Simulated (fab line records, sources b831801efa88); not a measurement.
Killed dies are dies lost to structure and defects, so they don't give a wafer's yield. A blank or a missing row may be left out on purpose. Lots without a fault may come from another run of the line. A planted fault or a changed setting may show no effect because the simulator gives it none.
Split-lot experiment | flow sky130 | 5 lots, 23 wafers read, on a route of 708 steps

THE SPLIT
At SKY_LDD_P_COAT_02 (resist thk 1140 nm), the setting resist_thk_nm was moved away from the recipe's 1140 nm on 6 of the 23 wafers read, by -2.1% to +5.5%. The other wafers ran this setting at the recipe's value.

The reading is taken at the split's own step.

THE READING
NOVOLAK_of_LDD_P_COAT_02.thk_nm (the simulator's own value, which no gauge read), in nm, at SKY_LDD_P_COAT_02 (resist thk 1140 nm). The file gives no usual value for it. The 17 wafers here that ran the recipe average 1142 nm, standard deviation 4.6 nm.

wafer  | tool, chamber at the split | resist_thk_nm as run, nm | against the recipe | NOVOLAK_of_LDD_P_COAT_02.thk_nm, nm | against lot-mates on the recipe
L074.1 | litho_track-02, 0          | 1140                     | recipe             | 1141                                | -
L074.3 | litho_track-02, 0          | 1116                     | -2.1%              | 1117                                | -26
L074.4 | litho_track-02, 0          | 1116                     | -2.1%              | 1121                                | -22
L074.5 | litho_track-02, 0          | 1140                     | recipe             | 1143                                | -
L074.6 | litho_track-02, 0          | 1140                     | recipe             | 1145                                | -
L076.1 | litho_track-02, 0          | 1140                     | recipe             | 1133                                | -
L076.2 | litho_track-02, 0          | 1140                     | recipe             | 1133                                | -
L076.6 | litho_track-02, 0          | 1140                     | recipe             | 1133                                | -
L077.1 | litho_track-02, 0          | 1140                     | recipe             | 1147                                | -
L077.3 | litho_track-02, 0          | 1140                     | recipe             | 1146                                | -
L077.6 | litho_track-02, 0          | 1140                     | recipe             | 1146                                | -
L077.4 | litho_track-02, 0          | 1185                     | +3.9%              | 1192                                | +46
L077.5 | litho_track-02, 0          | 1185                     | +3.9%              | 1190                                | +44
L081.1 | litho_track-02, 0          | 1140                     | recipe             | 1144                                | -
L081.2 | litho_track-02, 0          | 1140                     | recipe             | 1143                                | -
L081.3 | litho_track-02, 0          | 1140                     | recipe             | 1142                                | -
L081.4 | litho_track-02, 0          | 1140                     | recipe             | 1137                                | -
L081.6 | litho_track-02, 0          | 1140                     | recipe             | 1141                                | -
L083.1 | litho_track-01, 0          | 1140                     | recipe             | 1145                                | -
L083.6 | litho_track-01, 0          | 1140                     | recipe             | 1145                                | -
L083.2 | litho_track-01, 0          | 1203                     | +5.5%              | 1210                                | +66
L083.4 | litho_track-01, 0          | 1203                     | +5.5%              | 1210                                | +66
L083.3 | litho_track-01, 0          | 1140                     | recipe             | 1143                                | -

THE FIT
A straight line over all 23 wafers: NOVOLAK_of_LDD_P_COAT_02.thk_nm changes by +12.2 nm for each +1% of resist_thk_nm; r = +0.99; the points scatter about the line by 4.3 nm.
The same after taking each lot's own level away (the mean of its wafers on the recipe; 23 wafers): +11.7 nm for each +1%; r = +1.00; scatter 1.7 nm.
On that fit, the largest move of resist_thk_nm shifts the reading by 64 nm.
The lots' own levels span 1133.0 to 1146.3 nm, that is 2.9 times the standard deviation above.
So the lot-to-lot level changes the slope little: the two slopes agree.
Check: with one of the wafers moved furthest among these (+5.5%) left out of the fit, the line predicts +64 nm for it against its lot-mates. It came out at +65.7 nm against them.

OTHER SPLITS ON THESE WAFERS
These wafers also went through other splits before the reading. Each is held against what the fit with the lots' levels taken away leaves over:
other split on the same wafers            | wafers away from the commonest value | r with NOVOLAK_of_LDD_P_COAT_02.thk_nm (lot level and that fit taken away)
SKY_FIELD_ISO_COAT_08 resist_thk_nm       | 9                                    | -0.10
SKY_DNWELL_COAT_02 spin_rpm               | 10                                   | -0.38
SKY_DNWELL_DEVELOP_06 develop_time_s      | 5                                    | +0.00
SKY_NWELL_IMPLANT_24 energy_kev           | 5                                    | +0.29
SKY_VT_ADJUST_LVTN_IMPLANT_08 dose_cm2    | 7                                    | +0.09
SKY_VT_ADJUST_LVTN_SOFTBAKE_14 temp_c     | 11                                   | -0.20
SKY_VT_ADJUST_NCORE_DEVELOP_06 dev_temp_c | 5                                    | +0.17
SKY_SONOS_ONO_COAT_08 resist_thk_nm       | 10                                   | +0.26

THE FILE'S OWN FIT
NOVOLAK_of_LDD_P_COAT_02.thk_nm changes by +11.7 nm for each +1% of resist_thk_nm, r = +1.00.
